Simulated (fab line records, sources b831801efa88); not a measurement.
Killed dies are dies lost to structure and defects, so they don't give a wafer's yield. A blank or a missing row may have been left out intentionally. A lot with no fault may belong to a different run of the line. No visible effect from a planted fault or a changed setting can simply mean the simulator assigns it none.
fab line records -- flow sky130
record lots=6, wafers=18, last_day=50
route steps=708 shown SONOS_TUNNEL@158 SONOS_ONO@168 GATE_OXIDE@187 PAD_OPEN@708
lots with no fault: from the same line, run without faults
start_h: the number of hours between the record's first day and the start of the first shown wafer of the lot -- wait_h: time in hours since the lot's previous step -- " unchanged from the row above -- L1.1+2: a row that stands for several wafers -- - no value, or no start given -- * or withheld: withheld -- < > ~ a bound
route shown NAME@n: names a module that has steps shown in the file, with the first one's number in the route -- usual: average and standard deviation across the fault-free wafers -- same: alike in all rows -- chamber/n: place in a boat -- sites: per-site readings -- _std_site: their standard deviation -- _edge_site: outer sites' mean less inner sites' -- radius_mm: for every site, how far away it sits from the centre of the wafer -- mask NAME#n: copy n -- behind: the tool/chamber that last shaped the wafer -- hold: cause of the lot's hold/its duration in hours/its outcome -- device: whichever transistor did not switch (one of n, p or np) -- end of line: the route-end tests of the same wafers -- step lacking rows: just its recipe -- killed: count of dies lost to structure and defects at first sort (not the wafer's yield) -- map: a wafer's dies, marking killed ones x, the rest . and places with no die _
set.NAME: the setting that was run; set.NAME@STEP: the one run at that earlier step -- model.NAME: the simulator's own value behind a step, which no gauge read
lots seen at some steps along the route; tables by step, rows by wafer
services: when a tool's chamber went out of use (start_h, in hours from the record's first day, below 0 if earlier), for how many hours, and the reason
## steps
# step SKY_SONOS_TUNNEL_EXPOSE_04
# recipe mask_id=TUNM, na=0.6, source_shape=conventional, sigma_outer=0.6, polarization=unpolarized, target_cd_nm=410, dose_mj=136
# step SKY_SONOS_TUNNEL_PEB_05
# recipe temp_c=withheld, time_s=*, resist=NOVOLAK
# step SKY_SONOS_TUNNEL_DEVELOP_06
# recipe resist=NOVOLAK, developer=TMAH, develop_time_s=60, dev_temp_c=23
# step SKY_SONOS_TUNNEL_CD_MEAS_07
# recipe target_cd_nm=410
# usual cd_nm=410.0/1.8
lot.wafer,tool,chamber,start_h,wait_h,cd_nm
L321.1,cd_sem-01,-,257.48,0.1,408.0
L321.3,cd_sem-01,-,257.48,0.1,409.7
L321.5,cd_sem-01,-,257.48,0.1,410.1
L322.1,cd_sem-02,-,261.88,0.1,409.6
L322.4,cd_sem-02,-,261.88,0.1,408.7
L322.6,cd_sem-02,-,261.88,0.1,406.8
L323.2,cd_sem-01,-,269.10,0.1,413.8
L323.4,cd_sem-01,-,269.10,0.1,413.8
L323.6,cd_sem-01,-,269.10,0.1,411.7
L332.4,cd_sem-01,-,342.62,0.2,410.5
L332.5,cd_sem-01,-,342.62,0.2,410.1
L332.6,cd_sem-01,-,342.62,0.2,410.9
L334.1,cd_sem-01,-,359.13,0.1,408.7
L334.2,cd_sem-01,-,359.13,0.1,410.0
L334.5,cd_sem-01,-,359.13,0.1,411.6
L343.1,cd_sem-01,-,431.44,0.1,411.5
L343.3,cd_sem-01,-,431.44,0.1,411.4
L343.4,cd_sem-01,-,431.44,0.1,411.9
# step SKY_SONOS_TUNNEL_OVL_MEAS_08
# usual SONOS_TUNNEL_OVL=0.6/1.4
lot.wafer,tool,chamber,start_h,wait_h,SONOS_TUNNEL_OVL[nm]
L321.1,overlay-01,-,257.60,0.1,0.5
L321.3,overlay-01,-,257.60,0.1,1.7
L321.5,overlay-01,-,257.60,0.1,0.6
L322.1,overlay-02,-,262.00,0.1,0.9
L322.4,overlay-02,-,262.00,0.1,0.5
L322.6,overlay-02,-,262.00,0.1,0.1
L323.2,overlay-02,-,269.20,0.1,-3.4
L323.4,overlay-02,-,269.20,0.1,-1.6
L323.6,overlay-02,-,269.20,0.1,-1.8
L332.4,overlay-01,-,342.70,0.1,0.3
L332.5,overlay-01,-,342.70,0.1,1.8
L332.6,overlay-01,-,342.70,0.1,0.4
L334.1,overlay-02,-,359.25,0.1,0.3
L334.2,overlay-02,-,359.25,0.1,0.0
L334.5,overlay-02,-,359.25,0.1,0.6
L343.1,overlay-01,-,431.56,0.1,2.3
L343.3,overlay-01,-,431.56,0.1,2.1
L343.4,overlay-01,-,431.56,0.1,1.4
# step SKY_SONOS_TUNNEL_IMPLANT_09
# recipe species=B, energy_kev=20, dose_cm2=1e+12, tilt_deg=withheld
# step SKY_SONOS_TUNNEL_WET_ETCH_10
# recipe chemistry=dHF, target_depth_nm=14, target=SiO2, dilution=100:1, temp_c=25, time_s=280
# step SKY_SONOS_TUNNEL_STRIP_11
# recipe chemistry=SPM, time_s=600, temp_c=130
# step SKY_SONOS_TUNNEL_TW_MEAS_12
# usual SONOS_TUNNEL_TW=197.1/1.8
lot.wafer,tool,chamber,start_h,wait_h,SONOS_TUNNEL_TW
L321.1,film_metro-01,-,258.05,0.0,194.2
L321.3,film_metro-01,-,258.05,0.0,194.2
L321.5,film_metro-01,-,258.05,0.0,195.4
L322.1,film_metro-03,-,262.45,0.0,196.8
L322.4,film_metro-03,-,262.45,0.0,198.2
L322.6,film_metro-03,-,262.45,0.0,198.4
L323.2,film_metro-03,-,269.66,0.0,198.2
L323.4,film_metro-03,-,269.66,0.0,199.2
L323.6,film_metro-03,-,269.66,0.0,199.8
L332.4,film_metro-04,-,343.16,0.0,199.0
L332.5,film_metro-04,-,343.16,0.0,198.6
L332.6,film_metro-04,-,343.16,0.0,198.9
L334.1,film_metro-03,-,359.71,0.0,200.1
L334.2,film_metro-03,-,359.71,0.0,197.9
L334.5,film_metro-03,-,359.71,0.0,199.0
L343.1,film_metro-03,-,432.02,0.0,198.7
L343.3,film_metro-03,-,432.02,0.0,199.0
L343.4,film_metro-03,-,432.02,0.0,198.4
# step SKY_SONOS_TUNNEL_CLEAN_13
# recipe chemistry=dHF, time_s=20, dilution=100:1, dry=ipa_marangoni
# step SKY_SONOS_ONO_OXIDATION_00
# recipe temp_c=800, ambient=O2, idle_temp_c=700, ramp_up_c_per_min=10, ramp_down_c_per_min=3, stabilise_s=600, purge_s=300, target_thk_a=26, ox_time_s=1249
# step SKY_SONOS_ONO_THK_MEAS_01
# recipe reads=SiO2_of_SONOS_ONO_OXIDATION_00
# usual SONOS_ONO_OXIDATION_THK=2.60/0.056
lot.wafer,tool,chamber,start_h,wait_h,SONOS_ONO_OXIDATION_THK[nm]
L321.1,film_metro-03,-,260.43,0.0,2.59
L321.3,film_metro-03,-,260.43,0.0,2.59
L321.5,film_metro-03,-,260.43,0.0,2.56
L322.1,film_metro-02,-,264.80,0.0,2.63
L322.4,film_metro-02,-,264.80,0.0,2.68
L322.6,film_metro-02,-,264.80,0.0,2.67
L323.2,film_metro-01,-,271.74,0.0,2.63
L323.4,film_metro-01,-,271.74,0.0,2.60
L323.6,film_metro-01,-,271.74,0.0,2.71
L332.4,film_metro-02,-,346.47,0.0,2.69
L332.5,film_metro-02,-,346.47,0.0,2.61
L332.6,film_metro-02,-,346.47,0.0,2.67
L334.1,film_metro-01,-,362.18,0.0,2.53
L334.2,film_metro-01,-,362.18,0.0,2.62
L334.5,film_metro-01,-,362.18,0.0,2.62
L343.1,film_metro-03,-,433.64,0.0,2.55
L343.3,film_metro-03,-,433.64,0.0,2.59
L343.4,film_metro-03,-,433.64,0.0,2.54
# step SKY_SONOS_ONO_CVD_02
# recipe material=Si3N4, precursor=DCS/NH3, target_thk_nm=10.5, temp_c=770, time_s=180, pressure_mtorr=250
lot.wafer,tool,chamber,start_h,wait_h
L321.1+3+5,lpcvd-02,0,260.49,0.1
L322.1+4+6,lpcvd-02,0,265.50,0.7
L323.2+4+6,lpcvd-02,0,271.79,0.0
L332.4+5+6,lpcvd-02,0,346.50,0.0
L334.1+2+5,lpcvd-02,0,362.24,0.1
L343.1+3+4,lpcvd-02,1,440.81,7.2
# step SKY_SONOS_ONO_THK_MEAS_03
# recipe reads=Si3N4_of_SONOS_ONO_CVD_02
# usual SONOS_ONO_CVD_02_THK=10.55/0.13
lot.wafer,tool,chamber,start_h,wait_h,SONOS_ONO_CVD_02_THK[nm]
L321.1,film_metro-03,-,261.54,0.0,10.42
L321.3,film_metro-03,-,261.54,0.0,10.57
L321.5,film_metro-03,-,261.54,0.0,10.50
L322.1,film_metro-03,-,266.55,0.0,10.49
L322.4,film_metro-03,-,266.55,0.0,10.49
L322.6,film_metro-03,-,266.55,0.0,10.52
L323.2,film_metro-01,-,272.85,0.0,10.61
L323.4,film_metro-01,-,272.85,0.0,10.47
L323.6,film_metro-01,-,272.85,0.0,10.52
L332.4,film_metro-02,-,347.58,0.0,10.80
L332.5,film_metro-02,-,347.58,0.0,10.68
L332.6,film_metro-02,-,347.58,0.0,10.78
L334.1,film_metro-03,-,363.29,0.0,10.66
L334.2,film_metro-03,-,363.29,0.0,10.61
L334.5,film_metro-03,-,363.29,0.0,10.72
L343.1,film_metro-01,-,441.90,0.0,10.30
L343.3,film_metro-01,-,441.90,0.0,10.32
L343.4,film_metro-01,-,441.90,0.0,10.32
# step SKY_SONOS_ONO_CVD_04
# recipe material=SiO2, precursor=SiH4/N2O, target_thk_nm=5.7199, temp_c=900, pressure_mtorr=400
# step SKY_SONOS_ONO_THK_MEAS_05
# recipe reads=SiO2_of_SONOS_ONO_CVD_04
# usual SONOS_ONO_CVD_04_THK=5.75/0.11
lot.wafer,tool,chamber,start_h,wait_h,SONOS_ONO_CVD_04_THK[nm]
L321.1,film_metro-02,-,263.47,0.0,5.82
L321.3,film_metro-02,-,263.47,0.0,5.86
L321.5,film_metro-02,-,263.47,0.0,5.77
L322.1,film_metro-03,-,267.86,0.0,5.80
L322.4,film_metro-03,-,267.86,0.0,5.76
L322.6,film_metro-03,-,267.86,0.0,5.78
L323.2,film_metro-03,-,274.16,0.0,5.71
L323.4,film_metro-03,-,274.16,0.0,5.81
L323.6,film_metro-03,-,274.16,0.0,5.67
L332.4,film_metro-01,-,348.89,0.0,5.80
L332.5,film_metro-01,-,348.89,0.0,5.78
L332.6,film_metro-01,-,348.89,0.0,5.79
L334.1,film_metro-02,-,364.60,0.0,5.75
L334.2,film_metro-02,-,364.60,0.0,5.74
L334.5,film_metro-02,-,364.60,0.0,5.83
L343.1,film_metro-02,-,443.21,0.0,5.84
L343.3,film_metro-02,-,443.21,0.0,5.73
L343.4,film_metro-02,-,443.21,0.0,5.80
# step SKY_SONOS_ONO_DEHYDRATE_06
# recipe temp_c=200, time_s=60
# step SKY_SONOS_ONO_HMDS_07
# recipe prime_time_s=60, prime_temp_c=120
# step SKY_SONOS_ONO_COAT_08
# recipe resist=NOVOLAK, spin_rpm=3000, resist_thk_nm=1140
# step SKY_SONOS_ONO_SOFTBAKE_09
# recipe temp_c=90, time_s=60, resist=NOVOLAK
# step SKY_SONOS_ONO_EXPOSE_10
# recipe mask_id=ONOM, target_cd_nm=410, na=0.6, source_shape=conventional, sigma_outer=0.6, dose_mj=150
# step SKY_SONOS_ONO_PEB_11
# recipe temp_c=withheld, time_s=*, resist=NOVOLAK
# step SKY_SONOS_ONO_DEVELOP_12
# recipe develop_time_s=60, dev_temp_c=23
# step SKY_SONOS_ONO_CD_MEAS_13
# recipe target_cd_nm=410
# usual cd_nm=410.0/2.4
lot.wafer,tool,chamber,start_h,wait_h,cd_nm
L321.1,cd_sem-01,-,287.99,0.1,411.0
L321.3,cd_sem-01,-,287.99,0.1,411.4
L321.5,cd_sem-01,-,287.99,0.1,410.6
L322.1,cd_sem-02,-,292.69,0.1,408.7
L322.4,cd_sem-02,-,292.69,0.1,408.1
L322.6,cd_sem-02,-,292.69,0.1,410.9
L323.2,cd_sem-02,-,299.61,0.1,409.3
L323.4,cd_sem-02,-,299.61,0.1,411.4
L323.6,cd_sem-02,-,299.61,0.1,412.2
L332.4,cd_sem-01,-,377.05,0.1,406.9
L332.5,cd_sem-01,-,377.05,0.1,406.9
L332.6,cd_sem-01,-,377.05,0.1,407.8
L334.1,cd_sem-01,-,393.54,0.1,408.8
L334.2,cd_sem-01,-,393.54,0.1,409.4
L334.5,cd_sem-01,-,393.54,0.1,409.3
L343.1,cd_sem-01,-,473.94,0.1,412.1
L343.3,cd_sem-01,-,473.94,0.1,412.6
L343.4,cd_sem-01,-,473.94,0.1,414.2
# step SKY_SONOS_ONO_OVL_MEAS_14
# usual SONOS_ONO_OVL=-0.1/1.4
lot.wafer,tool,chamber,start_h,wait_h,SONOS_ONO_OVL[nm]
L321.1,overlay-02,-,288.11,0.1,0.0
L321.3,overlay-02,-,288.11,0.1,-0.8
L321.5,overlay-02,-,288.11,0.1,-1.6
L322.1,overlay-02,-,292.81,0.1,0.5
L322.4,overlay-02,-,292.81,0.1,-1.2
L322.6,overlay-02,-,292.81,0.1,0.2
L323.2,overlay-02,-,299.71,0.1,-0.7
L323.4,overlay-02,-,299.71,0.1,-0.3
L323.6,overlay-02,-,299.71,0.1,0.9
L332.4,overlay-02,-,377.13,0.1,-0.6
L332.5,overlay-02,-,377.13,0.1,-0.9
L332.6,overlay-02,-,377.13,0.1,-1.7
L334.1,overlay-02,-,393.66,0.1,-0.3
L334.2,overlay-02,-,393.66,0.1,-1.7
L334.5,overlay-02,-,393.66,0.1,-1.2
L343.1,overlay-02,-,474.06,0.1,1.6
L343.3,overlay-02,-,474.06,0.1,1.6
L343.4,overlay-02,-,474.06,0.1,1.3
# step SKY_SONOS_ONO_ETCH_15
# recipe target_depth_nm=19.52, chemistry=CHF3/O2, source_w=600, bias_w=200, pressure_mtorr=40, chf3_flow_sccm=50, O2_flow_sccm=5, time_s=7.8
# usual drypump_motor_current_A=5.8/0.43, oes_product_au=1.003/0.0089, throttle_valve_pct=8.826/0.0087
lot.wafer,tool,chamber,start_h,wait_h,drypump_motor_current_A,oes_product_au,rf_hours_counter_h,throttle_valve_pct
L321.1,rie_diel-01,3,288.14,0.0,5.4,1.014,3,8.821
L321.3,rie_diel-01,1,288.14,0.0,6.0,1.006,7,8.840
L321.5,rie_diel-01,3,288.14,0.0,5.4,1.011,-,8.833
L322.1,rie_diel-02,3,292.85,0.0,5.8,1.000,109,8.833
L322.4,rie_diel-02,2,292.85,0.0,6.1,1.010,2,8.830
L322.6,rie_diel-02,0,292.85,0.0,6.1,1.014,-,8.820
L323.2,rie_diel-02,3,299.74,0.0,5.8,1.001,109,8.828
L323.4,rie_diel-02,0,299.74,0.0,6.1,1.006,116,8.832
L323.6,rie_diel-02,3,299.74,0.0,5.8,0.998,-,8.827
L332.4,rie_diel-03,3,377.14,0.0,5.8,0.990,4,8.822
L332.5,rie_diel-03,0,377.14,0.0,5.1,0.994,-,8.840
L332.6,rie_diel-03,1,377.14,0.0,5.9,0.995,-,8.820
L334.1,rie_diel-03,0,393.70,0.0,5.1,0.997,52,8.817
L334.2,rie_diel-03,1,393.70,0.0,5.9,1.002,20,8.823
L334.5,rie_diel-03,1,393.70,0.0,5.9,1.002,-,8.810
L343.1,rie_diel-03,2,474.09,0.0,4.9,1.000,1,8.831
L343.3,rie_diel-03,0,474.09,0.0,5.1,0.995,53,8.821
L343.4,rie_diel-03,3,474.09,0.0,5.9,1.003,6,8.827
# step SKY_SONOS_ONO_WET_ETCH_16
# recipe chemistry=dHF, target_depth_nm=14, dry=n2_spin, target=SiO2, dilution=100:1, temp_c=25, time_s=280
# step SKY_SONOS_ONO_STRIP_17
# recipe chemistry=O2/N2, power_w=1400, pressure_mtorr=1500, platen_temp_c=withheld, o2_flow_sccm=3000, n2_flow_sccm=300, overash_fraction=0.5
# usual drypump_motor_current_A=5.86/0.27, oes_product_au=0.710/0.0044, strip_time_to_endpoint_s=14.11/0.045
lot.wafer,tool,chamber,start_h,wait_h,drypump_motor_current_A,oes_product_au,rf_hours_counter_h,strip_time_to_endpoint_s
L321.1,plasma_asher-02,0,288.25,0.0,6.07,0.716,63,14.13
L321.3,plasma_asher-02,0,288.25,0.0,6.05,0.708,-,14.15
L321.5,plasma_asher-02,0,288.25,0.0,6.08,0.717,-,14.08
L322.1,plasma_asher-03,1,292.97,0.0,5.61,0.711,18,14.14
L322.4,plasma_asher-03,0,292.97,0.0,5.50,0.702,-,14.11
L322.6,plasma_asher-03,0,292.97,0.0,5.52,0.707,-,14.14
L323.2,plasma_asher-03,1,299.86,0.0,5.60,0.710,19,14.11
L323.4,plasma_asher-03,0,299.86,0.0,5.57,0.703,-,14.11
L323.6,plasma_asher-03,0,299.86,0.0,5.54,0.706,-,14.12
L332.4,plasma_asher-03,1,377.29,0.0,5.62,0.713,-,14.13
L332.5,plasma_asher-03,0,377.29,0.0,5.52,0.709,-,14.14
L332.6,plasma_asher-03,1,377.29,0.0,5.60,0.704,-,14.15
L334.1,plasma_asher-03,0,393.81,0.0,5.54,0.707,28,14.15
L334.2,plasma_asher-03,1,393.81,0.0,5.61,0.706,28,14.17
L334.5,plasma_asher-03,1,393.81,0.0,5.61,0.718,-,14.18
L343.1,plasma_asher-04,0,474.20,0.0,6.22,0.719,64,14.13
L343.3,plasma_asher-04,1,474.20,0.0,6.07,0.709,-,14.09
L343.4,plasma_asher-04,0,474.20,0.0,6.24,0.710,-,14.09
# step SKY_SONOS_ONO_WET_ETCH_18
# recipe chemistry=H3PO4, target_depth_nm=15, target=Si3N4, temp_c=160, time_s=172
# step SKY_GATE_OXIDE_CLEAN_00
# recipe chemistry=SC1/SC2, mix=1:4:20, temp_c=70, time_s=150, dry=n2_spin
# step SKY_GATE_OXIDE_OXIDATION_01
# recipe temp_c=900, ambient=O2, stabilise_s=600, purge_s=300, target_thk_a=102.68, ox_time_s=1473
# step SKY_GATE_OXIDE_THK_MEAS_02
# recipe reads=SiO2_of_GATE_OXIDE_OXIDATION_01
# usual GATE_OXIDE_OXIDATION_00_THK=10.26/0.17
lot.wafer,tool,chamber,start_h,wait_h,GATE_OXIDE_OXIDATION_00_THK[nm]
L321.1,film_metro-01,-,289.87,0.0,10.32
L321.3,film_metro-01,-,289.87,0.0,10.27
L321.5,film_metro-01,-,289.87,0.0,10.40
L322.1,film_metro-02,-,294.59,0.0,10.09
L322.4,film_metro-02,-,294.59,0.0,10.14
L322.6,film_metro-02,-,294.59,0.0,10.15
L323.2,film_metro-01,-,303.69,0.0,10.08
L323.4,film_metro-01,-,303.69,0.0,10.08
L323.6,film_metro-01,-,303.69,0.0,10.16
L332.4,film_metro-02,-,379.29,0.0,10.59
L332.5,film_metro-02,-,379.29,0.0,10.39
L332.6,film_metro-02,-,379.29,0.0,10.55
L334.1,film_metro-02,-,395.74,0.0,10.04
L334.2,film_metro-02,-,395.74,0.0,10.12
L334.5,film_metro-02,-,395.74,0.0,9.92
L343.1,film_metro-02,-,475.82,0.0,10.26
L343.3,film_metro-02,-,475.82,0.0,10.25
L343.4,film_metro-02,-,475.82,0.0,10.11
# step SKY_GATE_OXIDE_DEHYDRATE_03
# recipe temp_c=200, time_s=60
# step SKY_GATE_OXIDE_HMDS_04
# recipe prime_time_s=60, prime_temp_c=120
# step SKY_GATE_OXIDE_COAT_05
# recipe resist=NOVOLAK, spin_rpm=3000, resist_thk_nm=1140
# step SKY_GATE_OXIDE_SOFTBAKE_06
# recipe temp_c=90, time_s=60, resist=NOVOLAK
# step SKY_GATE_OXIDE_EXPOSE_07
# recipe mask_id=LVOM, na=0.6, source_shape=conventional, sigma_outer=0.6, polarization=unpolarized, target_cd_nm=600, dose_mj=170
# step SKY_GATE_OXIDE_PEB_08
# recipe temp_c=withheld, time_s=*, resist=NOVOLAK
# step SKY_GATE_OXIDE_DEVELOP_09
# recipe resist=NOVOLAK, developer=TMAH, develop_time_s=60, dev_temp_c=23
# step SKY_GATE_OXIDE_OVL_MEAS_10
# usual GATE_OXIDE_OVL=1.4/1.5
lot.wafer,tool,chamber,start_h,wait_h,GATE_OXIDE_OVL[nm]
L321.1,overlay-02,-,314.63,0.1,-0.9
L321.3,overlay-02,-,314.63,0.1,-1.2
L321.5,overlay-02,-,314.63,0.1,-1.5
L322.1,overlay-02,-,320.08,0.1,1.0
L322.4,overlay-02,-,320.08,0.1,0.0
L322.6,overlay-02,-,320.08,0.1,0.9
L323.2,overlay-01,-,329.50,0.1,-0.6
L323.4,overlay-01,-,329.50,0.1,-1.0
L323.6,overlay-01,-,329.50,0.1,1.6
L332.4,overlay-01,-,408.69,0.1,3.3
L332.5,overlay-01,-,408.69,0.1,1.7
L332.6,overlay-01,-,408.69,0.1,0.6
L334.1,overlay-01,-,426.24,0.1,0.6
L334.2,overlay-01,-,426.24,0.1,1.9
L334.5,overlay-01,-,426.24,0.1,1.6
L343.1,overlay-01,-,506.19,0.1,3.4
L343.3,overlay-01,-,506.19,0.1,3.0
L343.4,overlay-01,-,506.19,0.1,3.9
# step SKY_GATE_OXIDE_IMPLANT_11
# recipe species=B, energy_kev=10, dose_cm2=2.6e+12, tilt_deg=withheld
# step SKY_GATE_OXIDE_WET_ETCH_12
# recipe chemistry=dHF, target_depth_nm=16.8, dry=n2_spin, target=SiO2, dilution=100:1, temp_c=25, time_s=336
# step SKY_PAD_OPEN_PROBE_99
# usual killed_at_M0_to_M3=44/7.2, killed_at_M4_up=3.5/1.8, killed_at_contacts=25/5.1, killed_at_front_end=14/4.4, killed_at_other=0.4/0.58, killed_dies=87/9.1, killed_open=48/6.9, killed_short=38/6.3
# same gross_dies=492, killed_at_back_side=0
lot.wafer,tool,chamber,start_h,wait_h,killed_at_M0_to_M3,killed_at_M4_up,killed_at_contacts,killed_at_front_end,killed_at_other,killed_dies,killed_open,killed_short
L322.1,prober-02,-,1086.98,0.1,41,2,20,74,0,137,37,39
L322.4,prober-02,-,1087.13,0.2,41,2,15,76,0,134,45,38
L322.6,prober-02,-,1087.23,0.2,44,2,22,80,0,148,48,38
L323.2,prober-01,-,1091.60,0.1,34,4,14,73,0,125,33,36
L323.4,prober-01,-,1091.70,0.2,47,5,21,67,0,140,43,45
L323.6,prober-01,-,1091.80,0.2,43,4,16,66,1,130,36,40
L334.1,prober-01,-,1157.54,0.1,47,4,22,18,0,91,51,38
L334.2,prober-01,-,1157.59,0.1,30,3,31,12,0,76,40,35
L334.5,prober-01,-,1157.74,0.2,35,3,30,23,0,91,54,37
# killed by level:class
L322.1 SONOS_ONO:unspecified=61 VIA1:geometric_particle:open=10 CONTACT:geometric_particle:open=9 METAL1:geometric_particle:short=8 FIELD_ISO:geometric_particle:short=6 METAL3:geometric_particle:short=5 FIELD_ISO:geometric_particle:open=4 LI_CONTACT:geometric_particle:open=4
L322.4 SONOS_ONO:unspecified=51 VIA1:geometric_particle:open=11 METAL2:geometric_particle:short=7 VIA3:geometric_particle:open=7 FIELD_ISO:geometric_particle:short=6 POLY_GATE:geometric_particle:short=6 CONTACT:geometric_particle:open=6 FIELD_ISO:geometric_particle:open=5
L322.6 SONOS_ONO:unspecified=62 CONTACT:geometric_particle:open=9 VIA3:geometric_particle:open=8 METAL1:geometric_particle:short=7 VIA1:geometric_particle:open=7 VIA2:geometric_particle:open=7 FIELD_ISO:geometric_particle:open=5 LI_CONTACT:geometric_particle:short=5
L323.2 SONOS_ONO:unspecified=56 METAL2:geometric_particle:short=9 VIA1:geometric_particle:open=8 FIELD_ISO:geometric_particle:open=6 METAL1:geometric_particle:short=5 POLY_GATE:geometric_particle:open=4 METAL4:geometric_particle:short=4 LI_CONTACT:geometric_particle:open=4
L323.4 SONOS_ONO:unspecified=52 METAL2:geometric_particle:short=11 VIA2:geometric_particle:open=8 CONTACT:geometric_particle:short=7 VIA1:geometric_particle:open=7 VIA3:geometric_particle:open=6 POLY_GATE:geometric_particle:short=5 LI_CONTACT:geometric_particle:open=5
L323.6 SONOS_ONO:unspecified=54 VIA1:geometric_particle:open=13 VIA1:geometric_particle:short=6 METAL1:geometric_particle:short=5 VIA2:geometric_particle:open=5 LI_CONTACT:geometric_particle:open=4 CONTACT:geometric_particle:open=4 FIELD_ISO:geometric_particle:short=3
L334.1 VIA1:geometric_particle:open=13 CONTACT:geometric_particle:open=7 LI_CONTACT:geometric_particle:open=6 VIA2:geometric_particle:open=6 FIELD_ISO:geometric_particle:open=5 LOCAL_INTERCONNECT:geometric_particle:short=5 METAL3:geometric_particle:short=5 POLY_GATE:geometric_particle:open=4
L334.2 LOCAL_INTERCONNECT:geometric_particle:short=8 LI_CONTACT:geometric_particle:open=7 CONTACT:geometric_particle:open=7 CONTACT:geometric_particle:short=6 VIA1:geometric_particle:open=5 VIA2:geometric_particle:open=5 VIA3:geometric_particle:short=4 VIA3:geometric_particle:open=4
L334.5 VIA1:geometric_particle:open=12 CONTACT:geometric_particle:open=10 LI_CONTACT:geometric_particle:open=9 FIELD_ISO:geometric_particle:short=8 CONTACT:geometric_particle:short=7 VIA3:geometric_particle:open=7 FIELD_ISO:geometric_particle:open=5 METAL2:geometric_particle:short=4
# map L322.6 (x killed, . not)
__________.........._________
________x...x........._______
______.x....x.x.x.x....._____
_____.x........x..x.....x____
____......x......x....x.xx___
___......xx.............xx.__
__..x.xxx..x.x.x....x......._
_...xxxxxxxx.......xx...x....
_.x.xxxxxxxx....x....x.x.....
_...xxxxxxxxx................
_.x..xxxxxxxx..x..x.....x.xx.
_..xxxxxxxx.xxx..x.....x.....
_....xxxx.xxx........x..x..xx
_....xxxx.x.....x.x..........
_...xxx.xx.x.........xxx...xx
__....x.....xxx....x.......x_
___......x...xx...x......x.__
____.x..x.......x..x...x..___
_____x......x.x..x.x....x____
______.x...x.......x...._____
________.....x....x..._______
__________xx.x...x.x_________
# map L323.4 (x killed, . not)
__________......x..._________
________......x.x.x.x._______
______........xx...x...._____
_____....x.x.........x.x.____
____..x...........x......x___
___.x..xxx.............x...__
__....x..xx...x..xxxx......._
_...x.x.xxxx..x......x...x...
_..xxxxxxxx..x......x...xx...
_x.xxxxxxxxx.x.....x.........
_..x.xxxxxxx..x..xxx.....x.x.
_x..xxxxxxxxx.xx........x....
_.x..xxxxxx.x.....xxx........
_...x.xxxx.x..x.............x
_......x...xx...........x....
__...x.x....x...x.....x..x.._
___................xx....xx__
____....xx..x....x.....xx.___
_____..x..xx......x..x..x____
______...x......x......._____
________.x........x..._______
__________..xx...x.._________
## services
tool,chamber,start_h,hours,kind
lpcvd-02,-,236.79,2.8,pm
rie_diel-01,2,263.09,-,clean
rie_diel-02,2,274.83,8.5,repair
rie_diel-01,1,311.16,4.1,repair
rie_diel-03,-,334.39,2.8,pm
rie_diel-03,3,341.88,8.2,repair
rie_diel-02,0,351.10,-,clean
rie_diel-02,0,351.10,14.3,scheduled_down
rie_diel-02,0,351.10,14.3,vent_cycle
rie_diel-01,-,371.95,14.6,pm
rie_diel-02,-,376.44,2.8,pm
rie_diel-02,3,390.19,-,clean
rie_diel-02,3,390.19,24.3,scheduled_down
rie_diel-02,3,390.19,24.3,vent_cycle
rie_diel-03,2,396.17,-,clean
rie_diel-03,2,396.17,30.5,scheduled_down
rie_diel-03,2,396.17,30.5,vent_cycle
rie_diel-02,2,403.10,6.5,repair
plasma_asher-04,-,407.02,2.8,pm
rie_diel-01,2,409.18,12.0,repair
rie_diel-02,0,410.08,7.1,repair
plasma_asher-02,-,415.73,0.4,repair
rie_diel-03,3,436.93,14.7,repair
plasma_asher-04,-,446.33,1.2,repair
## key
first_sign step=SKY_PAD_OPEN_PROBE_99, reading=killed_at_front_end, direction=up, sigmas=13, usual=14, struck=73
effect step=SKY_PAD_OPEN_PROBE_99, reading=killed_dies, direction=up, sigmas=5.4, usual=87, struck=136
met_at SKY_SONOS_ONO_CVD_02
struck_wafers L322.1,L322.4,L322.6,L323.2,L323.4,L323.6
tester_left_out L322,L323
onset_between 260.49 265.50
also_fits SKY_SONOS_ONO_ETCH_15:rie_diel-02
fault kind=chamber_particle_source, tool=lpcvd-02, chamber=0, onset_h=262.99, steps=SKY_SONOS_ONO_CVD_02, rate_per_visit_cm2=1.0832, end_h=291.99
# tester_left_out: of these lots the tester's yield and bins aren't shown, on N5 and GAA mostly nor the transistor test; their killed dies are dies lost to structure and defects alone, not to doping, threshold or leakage, so they don't give the yield
